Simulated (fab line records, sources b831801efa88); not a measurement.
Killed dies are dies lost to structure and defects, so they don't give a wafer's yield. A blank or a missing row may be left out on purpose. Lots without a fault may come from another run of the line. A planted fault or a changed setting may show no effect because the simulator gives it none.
A struck lot beside a sound one | flow gf180mcu | 43 steps out of a route of 602
Sound: wafers L388.1, L388.4, L388.6. Struck: wafers L391.3, L391.4, L391.5. The cause comes at the end.
At each step with rows: each side's tool, then ch and its chambers, then its first start. Under that, the readings that differ: sound wafers | struck wafers | difference of the means | sigmas: that difference in standard deviations of wafers without a fault.
alike: readings whose means differ by less than 2 such deviations, and words and numbers that are the same on both sides. not compared: withheld readings, readings that some wafer has no value for, bounds like >300 that may hide the same value, and numbers for which the record gives no deviation and whose values overlap.
The two part at a step that has a row with sigmas, a row that says differs or no value, or rows on one side only. Numbers that don't overlap but have no deviation are shown without sigmas and don't part them. A reading that every wafer of one side lacks parts them only if that side has two wafers or more.

first, 2 steps without rows for these wafers: GF_NWELL_IMPLANT_08; GF_NWELL_IMPLANT_09.
GF_NWELL_STRIP_10: strips in O2/N2.
  sound on plasma_asher-01 ch 0, day 5 22:59; struck on plasma_asher-04 ch 0,1, day 6 12:59
  alike: drypump_motor_current_A, heater_power_w, oes_product_au, strip_time_to_endpoint_s
  not compared: rf_hours_counter_h
GF_NWELL_TW_MEAS_11:
  sound on film_metro-03, day 5 23:05; struck on film_metro-01, day 6 13:04
  alike: NWELL_TW
then, 7 steps without rows for these wafers: GF_LVPWELL_DEHYDRATE_00 (time 60 s); GF_LVPWELL_HMDS_01 (prime time 60 s); GF_LVPWELL_COAT_02 (resist thk 3000 nm); GF_LVPWELL_SOFTBAKE_03; GF_LVPWELL_EXPOSE_04 (exposes mask LVPWELL, target cd 600 nm); GF_LVPWELL_PEB_05; GF_LVPWELL_DEVELOP_06 (develop time 60 s).
GF_LVPWELL_OVL_MEAS_07:
  sound on overlay-01, day 6 13:19; struck on overlay-02, day 7 04:32
  alike: LVPWELL_OVL
GF_LVPWELL_IMPLANT_08:
  sound on implanter-03 ch 0, day 6 13:21; struck on implanter-03, day 7 04:36
  no value came back on the struck wafers for beam_energy_keV, beam_on_s (s), faraday_current_uA; on the sound wafers beam_energy_keV reads 170.04 169.97 169.99
then, 1 step without rows for these wafers: GF_LVPWELL_IMPLANT_09.
GF_LVPWELL_STRIP_10: strips in O2/N2.
  sound on plasma_asher-04 ch 0,1, day 6 13:39; struck on plasma_asher-03 ch 0,1, day 7 04:53
  reading                     | sound          | struck         | difference | sigmas
  drypump_motor_current_A (A) | 6.21 6.20 6.10 | 5.69 5.98 5.69 | -0.38      | -2
  alike: heater_power_w, oes_product_au, strip_time_to_endpoint_s
  not compared: rf_hours_counter_h
GF_LVPWELL_TW_MEAS_11:
  sound on film_metro-03, day 6 13:45; struck on film_metro-04, day 7 04:58
  reading    | sound       | struck      | difference | sigmas
  LVPWELL_TW | 559 558 554 | 336 336 336 | -221       | -71
then, 7 steps without rows for these wafers: GF_MVSD_DEHYDRATE_00 (time 60 s); GF_MVSD_HMDS_01 (prime time 60 s); GF_MVSD_COAT_02 (resist thk 3000 nm); GF_MVSD_SOFTBAKE_03; GF_MVSD_EXPOSE_04 (exposes mask MVSD, target cd 1000 nm); GF_MVSD_PEB_05; GF_MVSD_DEVELOP_06 (develop time 60 s).
GF_MVSD_OVL_MEAS_07:
  sound on overlay-01, day 7 05:16; struck on overlay-02, day 7 20:20
  alike: MVSD_OVL
then, 2 steps without rows for these wafers: GF_MVSD_IMPLANT_08; GF_MVSD_IMPLANT_09.
GF_MVSD_STRIP_10: strips in O2/N2.
  sound on plasma_asher-02 ch 0,1, day 7 05:36; struck on plasma_asher-04 ch 0,1, day 7 20:41
  alike: drypump_motor_current_A, heater_power_w, oes_product_au, strip_time_to_endpoint_s
  not compared: rf_hours_counter_h
GF_MVSD_TW_MEAS_11:
  sound on film_metro-04, day 7 05:42; struck on film_metro-03, day 7 20:47
  alike: MVSD_TW
then, 7 steps without rows for these wafers: GF_MVPSD_DEHYDRATE_00 (time 60 s); GF_MVPSD_HMDS_01 (prime time 60 s); GF_MVPSD_COAT_02 (resist thk 3000 nm); GF_MVPSD_SOFTBAKE_03; GF_MVPSD_EXPOSE_04 (exposes mask MVPSD, target cd 1000 nm); GF_MVPSD_PEB_05; GF_MVPSD_DEVELOP_06 (develop time 60 s).
GF_MVPSD_OVL_MEAS_07:
  sound on overlay-02, day 7 21:13; struck on overlay-01, day 8 12:28
  alike: MVPSD_OVL
then, 2 steps without rows for these wafers: GF_MVPSD_IMPLANT_08; GF_MVPSD_IMPLANT_09.
GF_MVPSD_STRIP_10: strips in O2/N2.
  sound on plasma_asher-02 ch 0,1, day 7 21:33; struck on plasma_asher-01 ch 0,1, day 8 12:49
  alike: drypump_motor_current_A, heater_power_w, oes_product_au, strip_time_to_endpoint_s
  not compared: rf_hours_counter_h
GF_MVPSD_TW_MEAS_11:
  sound on film_metro-01, day 7 21:39; struck on film_metro-04, day 8 12:54
  alike: MVPSD_TW
then, 2 steps without rows for these wafers: GF_VT_IMPLANT_DEHYDRATE_00 (time 60 s); GF_VT_IMPLANT_HMDS_01 (prime time 60 s).
-- the record jumps here: 3 days lie between the struck wafers' starts before and after --
GF_VT_IMPLANT_RS_MEAS_48: measures by four-point-probe.
  sound on film_metro-01, day 10 16:35; struck on film_metro-03, day 11 11:08
  reading             | sound          | struck         | difference | sigmas
  LVPWELL_RS (ohm/sq) | 1197 1196 1201 | 3821 3832 3828 | +2629      | +99 or more

WHERE THEY PART
First at GF_LVPWELL_IMPLANT_08; last, within this record, at GF_VT_IMPLANT_RS_MEAS_48.

WHY: what the simulator had put in
Skipped step whole: implanter-03, from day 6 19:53 on, at GF_LVPWELL_IMPLANT_08. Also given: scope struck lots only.
